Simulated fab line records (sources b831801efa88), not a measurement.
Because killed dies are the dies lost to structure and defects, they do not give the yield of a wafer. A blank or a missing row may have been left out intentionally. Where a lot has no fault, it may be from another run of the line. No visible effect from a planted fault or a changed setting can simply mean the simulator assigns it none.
fab line records    flow sky130
record lots=14  wafers=42  last_day=48
route steps=708 shown POLY_GATE@205 POLY_CUT@314 LOCAL_INTERCONNECT@389 METAL1@449
lots that met no fault: from a run of the same line without faults
start_h: hours from the record's first day to the start of the lot's first wafer shown    wait_h: hours since the lot's step before    " same as the row above    L1.1+2: one row covering several wafers at once    - value missing, or start not given    * or withheld: withheld    < > ~ a bound
route shown NAME@n: NAME is a module with steps in the file, n the number in the route of the first one    usual: mean/standard deviation taken from wafers without a fault    same: alike in all rows    chamber/n: place in a boat    sites: each site's reading    _std_site: the standard deviation of these    _edge_site: mean of outer sites minus mean of inner sites    radius_mm: how far each site lies from the wafer's centre    mask NAME#n: copy n    behind: tool/chamber where the wafer was last shaped    hold: what put the lot on hold/how long, in hours/how the hold closed    device: which transistor (n, p or np) failed to switch    end of line: tests of these same wafers at the route's end    for a step that has no rows: nothing shown but its recipe    killed: dies that structure and defects cost at the first sort, which is not the same as the wafer's yield    map: dies across one wafer; x = killed, . = not, _ = none there
set.NAME: the setting the step ran with; set.NAME@STEP: the setting that earlier step ran with    model.NAME: the simulator's own value behind a step, which no gauge read
one table for each step of the route and one row for each wafer, over a sample of lots
## steps
# step SKY_POLY_GATE_THK_MEAS_01
# recipe reads=poly-Si_of_POLY_GATE_CVD_00
# usual POLY_GATE_CVD_00_THK=178.9/1.9
lot.wafer  tool           chamber  start_h  wait_h  POLY_GATE_CVD_00_THK[nm]
L825.2     film_metro-02  -        317.76   0.0     181.4
L825.3     "              -        "        "       181.4
L825.6     "              -        "        "       181.1
L828.2     film_metro-03  -        347.13   0.0     180.5
L828.3     "              -        "        "       180.2
L828.6     "              -        "        "       180.0
L829.3     film_metro-03  -        352.45   0.0     179.7
L829.4     "              -        "        "       178.9
L829.5     "              -        "        "       178.3
L830.2     film_metro-04  -        361.54   0.0     176.5
L830.5     "              -        "        "       178.0
L830.6     "              -        "        "       177.4
L832.1     film_metro-03  -        371.61   0.0     179.7
L832.4     "              -        "        "       179.6
L832.5     "              -        "        "       178.5
L831.2     film_metro-02  -        371.62   0.0     181.1
L831.4     "              -        "        "       179.3
L831.6     "              -        "        "       180.8
L833.4     film_metro-02  -        379.93   0.0     179.8
L833.5     "              -        "        "       178.8
L833.6     "              -        "        "       180.9
L834.1     film_metro-02  -        389.28   0.0     180.8
L834.2     "              -        "        "       178.8
L834.3     "              -        "        "       181.0
L835.4     film_metro-03  -        405.05   0.0     179.0
L835.5     "              -        "        "       178.6
L835.6     "              -        "        "       179.1
L836.1     film_metro-03  -        410.05   0.0     177.0
L836.2     "              -        "        "       177.0
L836.5     "              -        "        "       178.1
L838.2     film_metro-03  -        419.63   0.0     177.4
L838.3     "              -        "        "       178.7
L838.6     "              -        "        "       178.1
L837.3     film_metro-04  -        423.25   0.0     174.6
L837.5     "              -        "        "       174.0
L837.6     "              -        "        "       175.7
L842.3     film_metro-04  -        460.61   0.0     178.8
L842.4     "              -        "        "       176.6
L842.5     "              -        "        "       177.8
L843.1     film_metro-02  -        469.60   0.0     181.4
L843.2     "              -        "        "       178.2
L843.6     "              -        "        "       180.9
# step SKY_POLY_CUT_DEVELOP_07
# recipe develop_time_s=60  resist=KrF-thick  dev_temp_c=21
# usual chill_plate_temp_C=22.99/0.1  develop_time_s=60/0  resist_line_temp_C=22.99/0.11
lot.wafer  tool            chamber  start_h  wait_h  chill_plate_temp_C  develop_time_s  resist_line_temp_C
L825.2     litho_track-04  0        561      -       22.97               60              23.19
L825.3     "               0        "        "       23.01               60              23.09
L825.6     "               0        "        "       23.04               60              23.13
L828.2     litho_track-03  0        594      -       23.05               60              23.20
L828.3     "               0        "        "       23.08               60              22.98
L828.6     "               0        "        "       23.01               60              22.96
L830.2     litho_track-04  0        613      -       22.90               60              22.96
L830.5     "               0        "        "       23.03               60              22.91
L830.6     "               0        614      -       22.99               60              22.96
L829.3     litho_track-01  0        614      -       23.05               60              22.91
L829.4     "               0        "        "       23.00               60              22.85
L829.5     "               0        "        "       23.00               60              22.92
L831.2     litho_track-01  0        621      -       23.13               60              22.93
L831.4     "               0        "        "       23.05               60              22.85
L831.6     "               0        "        "       22.80               60              22.94
L832.1     litho_track-03  0        623      -       23.04               60              23.15
L832.4     "               0        "        "       22.96               60              23.06
L832.5     "               0        "        "       23.12               60              23.09
L833.4     litho_track-04  0        629      -       23.06               60              22.77
L833.5     "               0        "        "       22.82               60              22.98
L833.6     "               0        "        "       23.09               60              23.13
L834.1     litho_track-04  0        640      -       23.08               60              22.94
L834.2     "               0        "        "       23.00               60              23.03
L834.3     "               0        "        "       23.00               60              22.96
L835.4     litho_track-01  0        651      -       22.97               60              23.16
L835.5     "               0        "        "       22.80               60              23.03
L835.6     "               0        "        "       22.88               60              23.04
L836.1     litho_track-04  0        656      -       22.89               60              22.81
L836.2     "               0        "        "       22.80               60              23.12
L836.5     "               0        "        "       23.05               60              22.99
L838.2     litho_track-04  0        665      -       22.94               60              22.93
L838.3     "               0        "        "       22.98               60              22.97
L838.6     "               0        "        "       23.00               60              22.94
L837.3     litho_track-01  0        667      -       23.00               60              22.99
L837.5     "               0        "        "       22.99               60              22.94
L837.6     "               0        "        "       22.95               60              22.94
L842.3     litho_track-04  -        703      -       -                   -               -
L842.4     "               -        "        "       -                   -               -
L842.5     "               -        "        "       -                   -               -
L843.1     litho_track-01  -        710      -       -                   -               -
L843.2     "               -        "        "       -                   -               -
L843.6     "               -        "        "       -                   -               -
# step SKY_LOCAL_INTERCONNECT_THK_MEAS_02
# recipe thk_meas_gauge=xrf  reads=TiN_of_LOCAL_INTERCONNECT_SPUTTER_00
# usual LOCAL_INTERCONNECT_TIN_THK=99.3/1.2
lot.wafer  tool           chamber  start_h  wait_h  LOCAL_INTERCONNECT_TIN_THK[nm]
L825.2     film_metro-03  -        681.30   0.1     98.0
L825.3     "              -        "        "       100.5
L825.6     "              -        "        "       99.9
L828.2     film_metro-04  -        712.72   0.1     100.1
L828.3     "              -        "        "       98.1
L828.6     "              -        "        "       97.5
L830.2     film_metro-01  -        731.78   0.1     99.1
L830.5     "              -        "        "       99.3
L830.6     "              -        "        "       99.8
L829.3     film_metro-03  -        732.81   0.1     99.3
L829.4     "              -        "        "       99.3
L829.5     "              -        "        "       100.4
L831.2     film_metro-04  -        738.95   0.1     97.1
L831.4     "              -        "        "       97.9
L831.6     "              -        "        "       97.8
L832.1     film_metro-03  -        739.94   0.1     102.3
L832.4     "              -        "        "       102.4
L832.5     "              -        "        "       101.0
L833.4     film_metro-01  -        744.62   0.1     98.2
L833.5     "              -        "        "       99.8
L833.6     "              -        "        "       99.3
L834.1     film_metro-03  -        755.70   0.1     98.2
L834.2     "              -        "        "       97.7
L834.3     "              -        "        "       98.2
L835.4     film_metro-03  -        765.89   0.1     99.5
L835.5     "              -        "        "       98.9
L835.6     "              -        "        "       98.8
L836.1     film_metro-04  -        769.36   0.1     97.7
L836.2     "              -        "        "       99.8
L836.5     "              -        "        "       99.0
L838.2     film_metro-03  -        778.95   0.1     99.1
L838.3     "              -        "        "       100.1
L838.6     "              -        "        "       98.5
L837.3     film_metro-04  -        780.03   0.1     99.9
L837.5     "              -        "        "       98.7
L837.6     "              -        "        "       98.1
# step SKY_METAL1_CD_MEAS_15
# recipe target_cd_nm=140
# usual cd_nm=140.1/1.7
lot.wafer  tool       chamber  start_h  wait_h  cd_nm
L825.2     cd_sem-02  -        765.81   -       140.9
L825.3     "          -        "        "       140.9
L825.6     "          -        "        "       140.3
L828.2     cd_sem-01  -        796.06   -       138.3
L828.3     "          -        "        "       137.3
L828.6     "          -        "        "       137.3
L830.2     cd_sem-01  -        816.23   -       142.1
L830.5     "          -        "        "       141.6
L830.6     "          -        "        "       142.1
L829.3     cd_sem-02  -        817.50   -       137.7
L829.4     "          -        "        "       136.9
L829.5     "          -        "        "       138.7
L831.2     cd_sem-01  -        823.17   -       140.1
L831.4     "          -        "        "       140.3
L831.6     "          -        "        "       139.0
L832.1     cd_sem-02  -        824.60   -       136.7
L832.4     "          -        "        "       135.7
L832.5     "          -        "        "       139.0
L833.4     cd_sem-02  -        827.71   -       141.0
L833.5     "          -        "        "       140.6
L833.6     "          -        "        "       140.1
L834.1     cd_sem-02  -        838.70   -       141.7
L834.2     "          -        "        "       141.2
L834.3     "          -        "        "       142.8
L835.4     cd_sem-01  -        848.86   -       137.9
L835.5     "          -        "        "       137.7
L835.6     "          -        "        "       137.3
L836.1     cd_sem-01  -        853.45   -       139.4
L836.2     "          -        "        "       141.6
L836.5     "          -        "        "       139.7
L838.2     cd_sem-02  -        861.61   -       139.1
L838.3     "          -        "        "       140.6
L838.6     "          -        "        "       139.5
L837.3     cd_sem-01  -        861.64   -       139.4
L837.5     "          -        "        "       140.6
L837.6     "          -        "        "       140.0
## key
first_sign step=SKY_POLY_CUT_DEVELOP_07  reading=tool_record  direction=missing
effect none on later readings
met_at SKY_POLY_CUT_DEVELOP_07
struck_lots L842,L843
later_rows_left_out L842.3,L842.4,L842.5,L843.1,L843.2,L843.6
sort_left_out L842.3,L842.4,L842.5,L843.1,L843.2,L843.6
tester_left_out L842,L843
not_acting_at SKY_POLY_GATE_THK_MEAS_01,SKY_LOCAL_INTERCONNECT_THK_MEAS_02,SKY_METAL1_CD_MEAS_15
onset_between 667 703
fault kind=skipped_step_whole  tool=litho_track-01,litho_track-04  chamber=-  onset_h=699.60  steps=SKY_POLY_CUT_DEVELOP_07  scope=struck_lots_only
# tester_left_out: of these lots the tester's yield and bins aren't shown, on N5 and GAA mostly nor the transistor test; their killed dies are dies lost to structure and defects alone, not to doping, threshold or leakage, so they don't give the yield
# sort_left_out: the simulated sort isn't trusted on such a fault, so these wafers' sort isn't shown, and their yield isn't known
# later_rows_left_out: the simulator's readings of these wafers behind a module that went badly wrong aren't trusted and aren't shown, but for the sort
